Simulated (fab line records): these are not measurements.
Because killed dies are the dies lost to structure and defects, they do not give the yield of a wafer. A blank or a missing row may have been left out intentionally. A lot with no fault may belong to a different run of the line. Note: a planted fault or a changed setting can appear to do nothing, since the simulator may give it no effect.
Matching of chambers + flow sfq_line + SFQ_TRILAYER_I1_CMP_CMP_046 on cmp-01: 4 sister chambers
The step polishes SiO2. 4 wafers are shown with their chamber, then 8 later ones without.

== EACH WAFER AND ITS CHAMBER ==
| wafer  | chamber | motor_current_A (A) |
|--------|---------|---------------------|
| L191.2 | 1       | 11.5                |
| L198.5 | 3       | 11.8                |
| L198.6 | 0       | 11.9                |
| L200.3 | 2       | 9.4                 |

== WAFERS WITH NO CHAMBER GIVEN ==
| wafer  | motor_current_A (A) |
|--------|---------------------|
| L200.5 | 12.0                |
| L200.6 | 11.6                |
| L201.3 | 11.2                |
| L201.1 | 11.7                |
| L201.2 | 9.9                 |
| L204.1 | 11.1                |
| L204.2 | 9.7                 |
| L204.5 | 11.4                |

== WHICH CHAMBER EACH ONE RAN IN ==
| wafer  | from the rows above          | in truth |
|--------|------------------------------|----------|
| L200.5 | can't be placed: 0 or 3 or 1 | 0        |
| L200.6 | can't be placed: 1 or 3 or 0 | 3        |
| L201.3 | can't be placed: 1 or 3 or 0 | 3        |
| L201.1 | can't be placed: 3 or 1 or 0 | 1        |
| L201.2 | 2                            | 2        |
| L204.1 | can't be placed: 1 or 3 or 0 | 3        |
| L204.2 | 2                            | 2        |
| L204.5 | can't be placed: 1 or 3 or 0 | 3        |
Correctly placed: 2 of 8. These rows do not allow placing 6 (true chamber among the candidates in 6). Placed wrongly: 0.
How it was worked out, from the rows above alone: a wafer's distance from a chamber is the root of the sum, over the readings, of the square of ((its reading less the chamber's mean) divided by the reading's scatter). The wafer belongs to the nearest chamber; if the next one is less than 2 further off, it can't be placed. Each chamber's mean is taken over the wafers shown for it. The scatter (one wafer shown for each chamber): square how far every hidden wafer sits from the nearest shown wafer, average those squares and take the square root.
